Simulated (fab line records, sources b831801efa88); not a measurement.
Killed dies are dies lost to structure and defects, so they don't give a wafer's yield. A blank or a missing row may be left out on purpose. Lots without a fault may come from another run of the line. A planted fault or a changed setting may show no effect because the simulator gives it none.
Split-lot experiment | flow sky130 | 5 lots, 23 wafers read, on a route of 708 steps

THE SPLIT
At SKY_NWELL_IMPLANT_24, the setting dose_cm2 was moved away from the recipe's 9.2e+12 on 9 of the 23 wafers read, by -2.2% to +7.3%. The other wafers ran this setting at the recipe's value.

FROM THE SPLIT TO THE READING: what the file shows between them, 1 step
- SKY_NWELL_STRIP_25: strips in O2/N2

THE READING
NWELL_2_TW, at SKY_NWELL_TW_MEAS_26. Fault-free wafers of this fab line usually give 493, standard deviation 3.8.

wafer  | tool, chamber at the split | dose_cm2 as run | against the recipe | NWELL_2_TW | against lot-mates on the recipe
L074.1 | implanter-03, 0            | 9.679e+12       | +5.2%              | 502        | +9
L074.2 | implanter-03, 0            | 9.2e+12         | recipe             | 493        | -
L074.4 | implanter-03, 0            | 9.2e+12         | recipe             | 493        | -
L074.5 | implanter-03, 0            | 9.2e+12         | recipe             | 493        | -
L074.6 | implanter-03, 0            | 9.679e+12       | +5.2%              | 502        | +9
L078.1 | implanter-02, 0            | 9.2e+12         | recipe             | 493        | -
L078.2 | implanter-02, 0            | 9.2e+12         | recipe             | 490        | -
L078.3 | implanter-02, 0            | 9.867e+12       | +7.3%              | 502        | +10
L078.5 | implanter-02, 0            | 9.2e+12         | recipe             | 493        | -
L078.6 | implanter-02, 0            | 9.867e+12       | +7.3%              | 503        | +11
L079.1 | implanter-02, 0            | 9.2e+12         | recipe             | 494        | -
L079.4 | implanter-02, 0            | 9.2e+12         | recipe             | 490        | -
L079.5 | implanter-02, 0            | 9.2e+12         | recipe             | 493        | -
L080.1 | implanter-04, 0            | 9.001e+12       | -2.2%              | 495        | +1
L080.2 | implanter-04, 0            | 9.001e+12       | -2.2%              | 490        | -4
L080.4 | implanter-04, 0            | 9.2e+12         | recipe             | 498        | -
L080.5 | implanter-04, 0            | 9.2e+12         | recipe             | 492        | -
L080.6 | implanter-04, 0            | 9.2e+12         | recipe             | 493        | -
L082.2 | implanter-04, 0            | 9.2e+12         | recipe             | 495        | -
L082.3 | implanter-04, 0            | 9.588e+12       | +4.2%              | 503        | +8
L082.4 | implanter-04, 0            | 9.588e+12       | +4.2%              | 503        | +8
L082.5 | implanter-04, 0            | 9.588e+12       | +4.2%              | 501        | +6
L082.6 | implanter-04, 0            | 9.2e+12         | recipe             | 494        | -

THE FIT
A straight line over all 23 wafers: NWELL_2_TW changes by +1.47 for each +1% of dose_cm2; r = +0.89; the points scatter about the line by 2.2.
The same after taking each lot's own level away (the mean of its wafers on the recipe; 23 wafers): +1.54 for each +1%; r = +0.93; scatter 1.7.
On that fit, the largest move of dose_cm2 shifts the reading by 11.
The lots' own levels span 492.0 to 494.5, that is 0.7 times the standard deviation above.
So the lot-to-lot level changes the slope little: the two slopes agree.
Check: with one of the wafers moved furthest among these (+7.3%) left out of the fit, the line predicts +12 for it against its lot-mates. It came out at +10 against them.

OTHER SPLITS ON THESE WAFERS
These wafers also went through other splits before the reading. Each is held against what the fit with the lots' levels taken away leaves over:
other split on the same wafers  | wafers away from the commonest value | r with NWELL_2_TW (lot level and that fit taken away)
SKY_FIELD_ISO_CVD_03 time_s     | 15                                   | +0.23
SKY_FIELD_ISO_ETCH_15 time_s    | 10                                   | -0.14
SKY_DNWELL_COAT_02 spin_rpm     | 10                                   | +0.00
SKY_PWDE_COAT_02 resist_thk_nm  | 7                                    | +0.36
SKY_NWELL_COAT_18 resist_thk_nm | 11                                   | +0.11

THE FILE'S OWN FIT
NWELL_2_TW changes by +1.52 for each +1% of dose_cm2, r = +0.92.
